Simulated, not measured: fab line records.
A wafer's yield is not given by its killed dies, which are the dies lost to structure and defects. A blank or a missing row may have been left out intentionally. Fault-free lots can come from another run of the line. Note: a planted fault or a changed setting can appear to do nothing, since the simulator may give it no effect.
Which tool was responsible? ; flow sky130 ; Sampling: 12 lots, 35 wafers, 4 of 708 route steps

## WHAT THE GAUGES READ, wafer by wafer
SKY_VIA4_THK_MEAS_01. Usual: VIA4_HDPCVD_THK 1751 nm, standard deviation 16.
lot;measured;on;VIA4_HDPCVD_THK (nm);flag
L859;day 42 07:39;film-metro-02;1740 1748 1754;
L860;day 42 10:35;film-metro-01;1761 1739 1755;
L862;day 43 05:16;film-metro-01;1745 1744 1742;
L861;day 43 07:25;film-metro-04;1764 1756 1761;
L866;day 43 21:05;film-metro-01;1728 1725 1745;
L872;day 45 13:47;film-metro-01;1768 1764 1759;
L873;day 45 18:36;film-metro-04;1774 1734 1724;
L874;day 46 00:47;film-metro-01;1759 1751 1760;
L876;day 46 09:44;film-metro-02;1769 1766 1766;
L875;day 46 10:51;film-metro-01;1735 1744 1761;
L881;day 47 18:22;film-metro-02;1013 999 1013 999;OFF
L882;day 47 22:37;film-metro-04;1024 1008 1030 1023 1007 1028;OFF

## WHAT TOOL EACH LOT RAN ON (gives the tool, then ch and the chambers of the sampled wafers, and finally the start)
lot;SKY_METAL3_DESCUM_15;SKY_METAL4_DESCUM_15;SKY_VIA4_HDPCVD_00
L859;rie-metal-01 ch 0, day 39 02:33;rie-metal-04 ch 0,1, day 42 06:33;hdpcvd-02 ch 1,2, day 42 07:28
L860;rie-metal-03 ch 0,1, day 39 04:22;rie-metal-04 ch 0,1, day 42 09:29;hdpcvd-02 ch 0,2, day 42 10:24
L862;rie-metal-03 ch 0,1, day 40 00:57;rie-metal-04 ch 0,1, day 43 04:09;hdpcvd-02 ch 0,1, day 43 05:04
L861;rie-metal-02 ch 0,1, day 40 02:33;rie-metal-04 ch 0,1, day 43 06:17;hdpcvd-02 ch 0,1,2, day 43 07:13
L866;rie-metal-03 ch 0,1, day 40 17:54;rie-metal-04 ch 0,1, day 43 19:54;hdpcvd-02 ch 0,1, day 43 20:49
L872;rie-metal-02 ch 0,1, day 42 13:14;rie-metal-03 ch 0,1, day 45 12:34;hdpcvd-02 ch 0,1,2, day 45 13:35
L873;rie-metal-02 ch 0,1, day 42 20:40;rie-metal-04 ch 0,1, day 45 17:18;hdpcvd-01 ch 0,1, day 45 18:20
L874;rie-metal-01 ch 0,1, day 43 01:42;rie-metal-04 ch 0,1, day 45 23:41;hdpcvd-02 ch 0,2, day 46 00:36
L876;rie-metal-01 ch 0,1, day 43 12:22;rie-metal-04 ch 0,1, day 46 08:31;hdpcvd-02 ch 0,2, day 46 09:32
L875;rie-metal-03 ch 0,1, day 43 12:42;rie-metal-02 ch 0,1, day 46 09:39;hdpcvd-01 ch 0,1, day 46 10:34
L881;rie-metal-03 ch 0,1, day 44 23:36;rie-metal-03 ch 1, day 47 17:15;hdpcvd-02 ch 1,2, day 47 18:10
L882;rie-metal-01 ch 0,1, day 45 04:13;rie-metal-03 ch 0,1, day 47 21:23;hdpcvd-02 ch 0,2, day 47 22:25
- SKY_METAL3_DESCUM_15: chemistry O2, time 8 s.
- SKY_METAL4_DESCUM_15: chemistry O2, time 8 s.
- SKY_VIA4_HDPCVD_00: deposits SiO2, target thk 1750 nm, time 291.7 s.

## WHAT THE TOOLS THEMSELVES READ (means of the sampled wafers that have a number; where no wafer has one, the mark that the record gives instead)
SKY_METAL3_DESCUM_15. Usual: drypump-motor-current-A 5.36 A, standard deviation 0.28; oes-product-au 0.999 a.u., standard deviation 0.016.
lot;tool;drypump-motor-current-A (A);oes-product-au (a.u.);flag
L859;rie-metal-01;5.53;0.990;
L860;rie-metal-03;5.09;1.008;
L862;rie-metal-03;5.25;1.014;
L861;rie-metal-02;5.59;0.997;
L866;rie-metal-03;5.08;1.005;
L872;rie-metal-02;5.57;1.002;
L873;rie-metal-02;5.58;1.005;
L874;rie-metal-01;5.58;0.990;
L876;rie-metal-01;5.54;0.980;
L875;rie-metal-03;5.10;1.015;
L881;rie-metal-03;5.16;1.017;
L882;rie-metal-01;5.58;0.976;

SKY_METAL4_DESCUM_15. Usual: drypump-motor-current-A 5.9 A, standard deviation 0.56; oes-product-au 1.007 a.u., standard deviation 0.0099.
lot;tool;drypump-motor-current-A (A);oes-product-au (a.u.);flag
L859;rie-metal-04;6.3;1.017;
L860;rie-metal-04;6.4;1.001;
L862;rie-metal-04;6.3;1.010;
L861;rie-metal-04;6.2;1.001;
L866;rie-metal-04;6.3;0.996;
L872;rie-metal-03;5.2;1.027;
L873;rie-metal-04;6.3;1.005;
L874;rie-metal-04;6.3;0.999;
L876;rie-metal-04;6.3;1.006;
L875;rie-metal-02;5.6;0.997;
L881;rie-metal-03;5.4;1.023;
L882;rie-metal-03;5.1;1.003;

## THE ANSWER, worked out from the rows above alone
Rule: lot off if the mean of its wafers having a number is beyond 3 standard deviations from the usual mean. Also off: a lot with no number at a reading for which 4 or more lots have one. Any other lot the step has rows for is counted as sound. The gauges are gone through in route order, then the tools' own readings, and for those a lot's mean is taken as printed above. At the first step where some lot is off, the reading lying furthest off is the one used; lots without a number count as furthest.
Off: L881, L882, seen at SKY_VIA4_THK_MEAS_01 (VIA4_HDPCVD_THK).
If a tool, at a process step before that reading, ran all the lots that are off and no sound lot after the first of them, it fits. The gauges at SKY_VIA4_THK_MEAS_01 are tried like those tools. 2 tools fit, rie-metal-03 at SKY_METAL4_DESCUM_15 and hdpcvd-02 at SKY_VIA4_HDPCVD_00, so this cannot tell which one it is.

## WHAT THE SIMULATOR HAD PUT IN
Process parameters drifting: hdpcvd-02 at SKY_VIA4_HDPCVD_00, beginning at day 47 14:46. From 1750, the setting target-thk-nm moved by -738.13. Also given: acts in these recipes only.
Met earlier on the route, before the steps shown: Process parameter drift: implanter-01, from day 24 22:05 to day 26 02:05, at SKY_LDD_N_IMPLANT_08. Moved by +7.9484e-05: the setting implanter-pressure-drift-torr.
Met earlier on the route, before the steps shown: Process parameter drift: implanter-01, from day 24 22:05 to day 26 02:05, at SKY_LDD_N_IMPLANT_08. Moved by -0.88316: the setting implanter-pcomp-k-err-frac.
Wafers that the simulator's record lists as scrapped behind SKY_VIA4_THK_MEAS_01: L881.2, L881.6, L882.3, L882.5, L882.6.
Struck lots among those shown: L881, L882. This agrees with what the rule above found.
